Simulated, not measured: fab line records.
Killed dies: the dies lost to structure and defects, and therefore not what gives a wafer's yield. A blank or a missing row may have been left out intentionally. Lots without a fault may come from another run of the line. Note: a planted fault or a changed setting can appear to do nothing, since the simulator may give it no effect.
A struck lot beside a sound one -- flow gf180mcu -- 33 steps out of a route of 602
Sound: wafers L457.2, L457.4, L457.5. Wafers L475.2, L475.3, L475.6 were the ones struck. Last of all comes the cause.
For every step that has rows: the tool of each side, followed by ch and its chambers, followed by its first start. Under that, the readings that differ: sound wafers -- struck wafers -- difference of the means -- sigmas: that difference in standard deviations of wafers without a fault.
alike: same words and numbers on both sides, and readings whose means sit less than 2 such deviations apart. not compared: any withheld reading, any reading some wafer has no value for, any bound like >300 that may hide the same value, and any number with overlapping values for which the record gives no deviation.
Wherever a step has rows on one side only, a row that says differs or no value, or a row with sigmas, the two part there. Numbers that have no deviation but don't overlap get no sigmas and don't part them. A reading missing from all wafers of one side parts the sides only when that side holds two or more wafers.

GF_HV_LDD_STRIP_22: strips in O2/N2.
  sound on plasmaAsher-03 ch 1, day 11 07:02; struck on plasmaAsher-03 ch 0,1, day 17 00:08
  alike: chamberPressureMTorr, drypumpMotorCurrentA, heaterPowerW, o2FlowSccm, oesProductAu, platenTempC, stripTimeToEndpointS
  not compared: rfHoursCounterH
GF_HV_LDD_TW_MEAS_23:
  sound: filmMetro-01 at day 11 07:09; struck: filmMetro-01 at day 17 00:15
  alike: HV_LDD_2_TW
then, 7 steps without rows for these wafers: GF_HV_LDD_DEHYDRATE_24 (time 60 s); GF_HV_LDD_HMDS_25 (prime time 60 s); GF_HV_LDD_COAT_26 (resist thk 1000 nm); GF_HV_LDD_SOFTBAKE_27 (time 60 s); GF_HV_LDD_EXPOSE_28 (exposes mask Nplus HV AREA, target cd 400 nm); GF_HV_LDD_PEB_29; GF_HV_LDD_DEVELOP_30 (develop time 60 s).
GF_HV_LDD_CD_MEAS_31 targets a cd of 400 nm.
  sound: cdSem-02 at day 12 01:50; struck: cdSem-01 at day 17 23:10
  alike: cdNm
GF_HV_LDD_OVL_MEAS_32:
  sound: overlay-01 at day 12 01:56; struck: overlay-01 at day 17 23:16
  alike: HV_LDD_02_OVL
then, 1 step without rows for these wafers: GF_HV_LDD_IMPLANT_33.
GF_HV_LDD_IMPLANT_34:
  struck on implanter-03, day 17 23:29; sound on implanter-04 ch 0, day 12 02:09
  no value came back on the struck wafers for beamEnergyKeV, beamOnS (s), implantIonAmu; on the sound wafers beamEnergyKeV reads 60.015 60.010 60.000
then, 2 steps without rows for these wafers: GF_HV_LDD_IMPLANT_35; GF_HV_LDD_IMPLANT_36.
GF_HV_LDD_STRIP_37: strips in O2/N2.
  sound on plasmaAsher-04 ch 0,1, day 12 02:34; struck on plasmaAsher-02 ch 0,1, day 17 23:54
  alike: chamberPressureMTorr, drypumpMotorCurrentA, heaterPowerW, o2FlowSccm, oesProductAu, platenTempC, stripTimeToEndpointS
  not compared: rfHoursCounterH
GF_HV_LDD_TW_MEAS_38:
  sound: filmMetro-01 at day 12 02:41; struck: filmMetro-04 at day 18 00:01
reading,sound,struck,difference,sigmas
HV_LDD_3_TW,1420 1426 1420,1332 1337 1335,-87,-4
then, 7 steps without rows for these wafers: GF_HV_LDD_DEHYDRATE_39 (time 60 s); GF_HV_LDD_HMDS_40 (prime time 60 s); GF_HV_LDD_COAT_41 (resist thk 1000 nm); GF_HV_LDD_SOFTBAKE_42 (time 60 s); GF_HV_LDD_EXPOSE_43 (exposes mask Pplus HV AREA, target cd 400 nm); GF_HV_LDD_PEB_44; GF_HV_LDD_DEVELOP_45 (develop time 60 s).
GF_HV_LDD_CD_MEAS_46 targets a cd of 400 nm.
  sound: cdSem-02 at day 12 22:08; struck: cdSem-01 at day 18 23:11
  alike: cdNm
GF_HV_LDD_OVL_MEAS_47:
  sound: overlay-01 at day 12 22:14; struck: overlay-01 at day 18 23:17
  alike: HV_LDD_03_OVL
then, 1 step without rows for these wafers: GF_HV_LDD_IMPLANT_48.
GF_HV_LDD_STRIP_49: strips in O2/N2.
  sound on plasmaAsher-02 ch 0,1, day 12 22:25; struck on plasmaAsher-03 ch 0,1, day 18 23:28
  alike: chamberPressureMTorr, drypumpMotorCurrentA, heaterPowerW, o2FlowSccm, oesProductAu, platenTempC, stripTimeToEndpointS
  not compared: rfHoursCounterH
GF_HV_LDD_TW_MEAS_50:
  sound: filmMetro-01 at day 12 22:32; struck: filmMetro-04 at day 18 23:35
  alike: HV_LDD_4_TW
then, 1 step without rows for these wafers: GF_HV_LDD_CLEAN_51 (cleans in SC1/SC2, time 150 s).
GF_HV_LDD_RTA_52: time 10 s.
  sound on rtpAnneal-01 ch 0, day 12 22:38; struck on rtpAnneal-02 ch 0, day 18 23:41
reading,sound,struck,difference,sigmas
lampPowerPct (%),32.7 32.7 32.6,37.5 37.6 37.6,+4.9,+2
  alike: wafer_temp_C_max
GF_HV_LDD_RS_MEAS_53: measures by four-point-probe.
  sound: filmMetro-01 at day 12 22:43; struck: filmMetro-03 at day 18 23:46
reading,sound,struck,difference,sigmas
HV_LDD_RS (ohm/sq),417.4 418.2 417.6,439.6 439.8 440.4,+22.2,+22
then, 1 step without rows for these wafers: GF_HV_LDD_CVD_54 (deposits SiO2 from TEOS, target thk 10 nm, time 75 s).

== WHERE THEY PART ==
Earliest at GF_HV_LDD_IMPLANT_34; latest, in this record, at GF_HV_LDD_RS_MEAS_53.

WHY: the cause the simulator had injected
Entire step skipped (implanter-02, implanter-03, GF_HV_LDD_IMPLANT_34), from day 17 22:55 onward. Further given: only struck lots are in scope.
